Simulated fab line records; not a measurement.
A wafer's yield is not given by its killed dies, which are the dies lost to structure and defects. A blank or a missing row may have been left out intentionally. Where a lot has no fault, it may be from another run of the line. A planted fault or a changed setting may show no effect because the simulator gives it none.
What tool caused it? | flow gf180mcu | Sampling: 13 lots, 39 wafers, 4 of 602 route steps

WHAT THE GAUGES READ, wafer by wafer
GF_M4_CD_MEAS_14: the cd target is 280 nm.
lot  | measured     | on        | cd nm (nm)
L576 | day 23 03:46 | cd sem-01 | 279.2 279.3 278.9
L577 | day 23 11:25 | cd sem-02 | 280.6 277.7 280.1
L580 | day 24 17:59 | cd sem-02 | 279.7 278.6 278.6
L581 | day 25 00:37 | cd sem-01 | 280.1 280.0 278.7
L582 | day 25 12:06 | cd sem-02 | 279.6 280.3 279.6
L583 | day 25 19:52 | cd sem-01 | 279.1 279.6 279.3
L585 | day 26 13:02 | cd sem-01 | 281.0 280.7 279.4
L588 | day 27 14:07 | cd sem-01 | 282.2 280.7 280.1
L590 | day 28 03:03 | cd sem-01 | 279.4 278.8 280.8
L593 | day 29 10:10 | cd sem-01 | 279.2 279.9 280.0
L594 | day 29 07:16 | cd sem-02 | 281.0 281.2 280.1
L597 | day 30 00:35 | cd sem-02 | 280.1 280.9 279.6
L599 | day 30 12:44 | cd sem-02 | 280.5 281.1 280.6

EACH LOT AND THE TOOL THAT RAN IT (in order: tool; ch and the chambers of the sampled wafers; start)
lot  | GF_POLY_GATE_STRIP_14                | GF_PSD_COAT_02                    | GF_PSD_STRIP_10
L576 | plasma asher-01 ch 0, day 9 02:37    | litho track-04 ch 0, day 13 15:18 | plasma asher-03 ch 0,1, day 14 02:34
L577 | plasma asher-01 ch 0,1, day 9 08:37  | litho track-01 ch 0, day 13 23:04 | plasma asher-04 ch 0,1, day 14 09:34
L580 | plasma asher-02 ch 0,1, day 10 08:35 | litho track-03 ch 0, day 15 02:25 | plasma asher-02 ch 0,1, day 15 13:11
L581 | plasma asher-02 ch 0,1, day 10 14:28 | litho track-01 ch 0, day 15 08:33 | plasma asher-04 ch 0,1, day 15 19:58
L582 | plasma asher-02 ch 0,1, day 10 21:38 | litho track-04 ch 0, day 15 20:00 | plasma asher-03 ch 0, day 16 07:01
L583 | plasma asher-01 ch 0,1, day 11 03:04 | litho track-01 ch 0, day 16 04:24 | plasma asher-03 ch 0,1, day 16 16:21
L585 | plasma asher-02 ch 0,1, day 11 19:25 | litho track-01 ch 0, day 16 20:57 | plasma asher-04 ch 0,1, day 17 09:14
L588 | plasma asher-01 ch 1, day 12 22:40   | litho track-01 ch 0, day 18 03:48 | plasma asher-02 ch 0,1, day 18 15:22
L590 | plasma asher-03 ch 0,1, day 13 12:18 | litho track-01 ch 0, day 18 20:09 | plasma asher-02 ch 0,1, day 19 08:08
L593 | plasma asher-03 ch 0, day 14 08:46   | litho track-04 ch 0, day 19 20:00 | plasma asher-03 ch 0,1, day 20 08:19
L594 | plasma asher-01 ch 0,1, day 14 16:24 | litho track-03 ch 0, day 20 03:41 | plasma asher-03 ch 0,1, day 20 15:54
L597 | plasma asher-01 ch 0,1, day 15 11:25 | litho track-03 ch 0, day 21 00:37 | plasma asher-03 ch 0,1, day 21 13:31
L599 | plasma asher-01 ch 0,1, day 16 01:46 | litho track-01 ch 0, day 21 16:47 | plasma asher-03 ch 0,1, day 22 04:42
- GF_POLY_GATE_STRIP_14: strips in O2/N2.
- GF_PSD_COAT_02: resist thk 1000 nm.
- GF_PSD_STRIP_10: strips in O2/N2.

WHAT THE TOOLS THEMSELVES READ (means of the sampled wafers that have a number; where no wafer has one, the mark that the record gives instead)
GF_POLY_GATE_STRIP_14.
lot  | tool            | drypump motor current A (A) | heater power w (W) | oes product au (a.u.)
L576 | plasma asher-01 | 6.0                         | 348                | 0.506
L577 | plasma asher-01 | 5.6                         | 344                | 0.507
L580 | plasma asher-02 | 5.9                         | 318                | 0.507
L581 | plasma asher-02 | 6.1                         | 309                | 0.507
L582 | plasma asher-02 | 5.9                         | 317                | 0.503
L583 | plasma asher-01 | 5.5                         | 346                | 0.507
L585 | plasma asher-02 | 5.9                         | 315                | 0.504
L588 | plasma asher-01 | 5.4                         | 340                | 0.508
L590 | plasma asher-03 | 5.5                         | 335                | 0.505
L593 | plasma asher-03 | 5.8                         | 326                | 0.509
L594 | plasma asher-01 | 5.8                         | 351                | 0.510
L597 | plasma asher-01 | 5.8                         | 349                | 0.505
L599 | plasma asher-01 | 5.6                         | 343                | 0.505

GF_PSD_COAT_02.
lot  | tool           | spin speed rpm (rpm)
L576 | litho track-04 | 2998.3
L577 | litho track-01 | 2999.8
L580 | litho track-03 | 2998.7
L581 | litho track-01 | 2999.8
L582 | litho track-04 | 3000.3
L583 | litho track-01 | 3003.5
L585 | litho track-01 | 2998.8
L588 | litho track-01 | 2799.2
L590 | litho track-01 | 2797.8
L593 | litho track-04 | 3000.5
L594 | litho track-03 | 3000.3
L597 | litho track-03 | 2997.3
L599 | litho track-01 | 2999.2

GF_PSD_STRIP_10.
lot  | tool            | drypump motor current A (A) | heater power w (W) | oes product au (a.u.) | strip time to endpoint s (s)
L576 | plasma asher-03 | 5.5                         | 342                | 0.596                 | 16.53
L577 | plasma asher-04 | 5.1                         | 340                | 0.591                 | 16.51
L580 | plasma asher-02 | 5.9                         | 314                | 0.592                 | 16.53
L581 | plasma asher-04 | 5.1                         | 339                | 0.591                 | 16.52
L582 | plasma asher-03 | 5.8                         | 323                | 0.595                 | 16.47
L583 | plasma asher-03 | 5.3                         | 356                | 0.592                 | 16.50
L585 | plasma asher-04 | 5.1                         | 339                | 0.591                 | 16.50
L588 | plasma asher-02 | 5.9                         | 317                | 0.594                 | 16.90
L590 | plasma asher-02 | 6.0                         | 307                | 0.595                 | 16.89
L593 | plasma asher-03 | 5.5                         | 330                | 0.597                 | 16.52
L594 | plasma asher-03 | 5.5                         | 336                | 0.592                 | 16.55
L597 | plasma asher-03 | 5.5                         | 328                | 0.591                 | 16.52
L599 | plasma asher-03 | 5.5                         | 328                | 0.595                 | 16.48

THE ANSWER, worked out from the rows above alone
Rule: the lots themselves supply what counts as usual. The widest of any qualifying gaps counts: lots, ordered by their means at a reading, are off when they make up no more than a third of the lots, leave a main group of 4 or more, and stand apart from it by 3 or more times the standard deviation of that group's means. A main group is skipped when, at the precision printed for the reading in the tables above, its means are all equal. Also off: a lot with no number at a reading for which 4 or more lots have one. All remaining lots with rows at the step are treated as sound. Order of review: gauges by route order, followed by the tools' own readings, for which a lot's mean as printed above is used. At the first step where some lot is off, the reading lying furthest off is the one used; lots without a number count as furthest.
Off: L588, L590, at GF_PSD_COAT_02 (spin speed rpm). Mean 2999.7 rpm and standard deviation 1.5 in the main group.
If a tool, at that step or one of the process steps before it, ran each lot that is off and ran no sound lot following the first of them, it fits. Not one of the candidates tried fits.

WHAT THE SIMULATOR PUT IN
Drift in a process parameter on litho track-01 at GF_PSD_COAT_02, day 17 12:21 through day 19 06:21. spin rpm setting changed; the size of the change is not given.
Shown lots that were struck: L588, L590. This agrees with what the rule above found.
